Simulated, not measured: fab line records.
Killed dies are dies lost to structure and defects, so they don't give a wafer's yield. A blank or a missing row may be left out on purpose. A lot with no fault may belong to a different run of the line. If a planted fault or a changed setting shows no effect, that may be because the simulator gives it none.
2 desks looking at one fault | flow sky130 | every desk sees just its own numbers, and what lay behind them comes last

## AT THE METROLOGY DESK
What the gauges read for every lot (on any tool): the sampled wafers with a number, averaged. A lot is out of limits, marked OUT, if its mean lies more than 4 standard deviations from the usual mean; the brackets give that distance.
Columns: A = CONTACT_W_RS at SKY_CONTACT_RS_MEAS_25, usual 0.339 ohm/sq; B = CONTACT_W_THK at SKY_CONTACT_THK_MEAS_26, usual 328 nm
lot  | first seen here | A     | B
L891 | day 31 23:59    | 0.341 | 329
L900 | day 35 00:52    | 0.340 | 328
L902 | day 35 14:02    | 0.351 | 316
L906 | day 36 19:23    | 0.340 | 324
L911 | day 38 07:49    | 0.343 | 322
L913 | day 38 16:56    | 0.338 | 327
This desk's verdict: no lot among the 6 shows anything out of limits.

## FOR THE TOOL OWNER'S DESK: pvdSputter-03
The tool's own readings at SKY_METAL1_SPUTTER_03 (material Ti, target thk 5 nm, time 3.3 s): means of the sampled wafers that have a number, for each lot that ran on this tool. A lot is out of limits, marked OUT, if its mean lies more than 4 standard deviations from the usual mean; the brackets give that distance.
Columns: A = cathodeDcPowerW at SKY_METAL1_SPUTTER_03, usual 3000.0 W; B = throttleValvePct at SKY_METAL1_SPUTTER_03, usual 30.0 %
lot  | first seen here | A      | B
L891 | day 32 00:32    | 3000.0 | 30.3
L900 | day 35 01:25    | 2999.9 | 30.8
L902 | day 35 14:31    | 2999.9 | 30.1
L911 | day 38 08:22    | 2999.8 | 30.0
This desk's verdict: no lot among the 4 shows anything out of limits.

## PUT TOGETHER
At the metrology desk, nothing out of limits was observed.
Nothing out of limits was seen by the tool owner's desk.

## WHAT THE SIMULATOR HAD INSERTED
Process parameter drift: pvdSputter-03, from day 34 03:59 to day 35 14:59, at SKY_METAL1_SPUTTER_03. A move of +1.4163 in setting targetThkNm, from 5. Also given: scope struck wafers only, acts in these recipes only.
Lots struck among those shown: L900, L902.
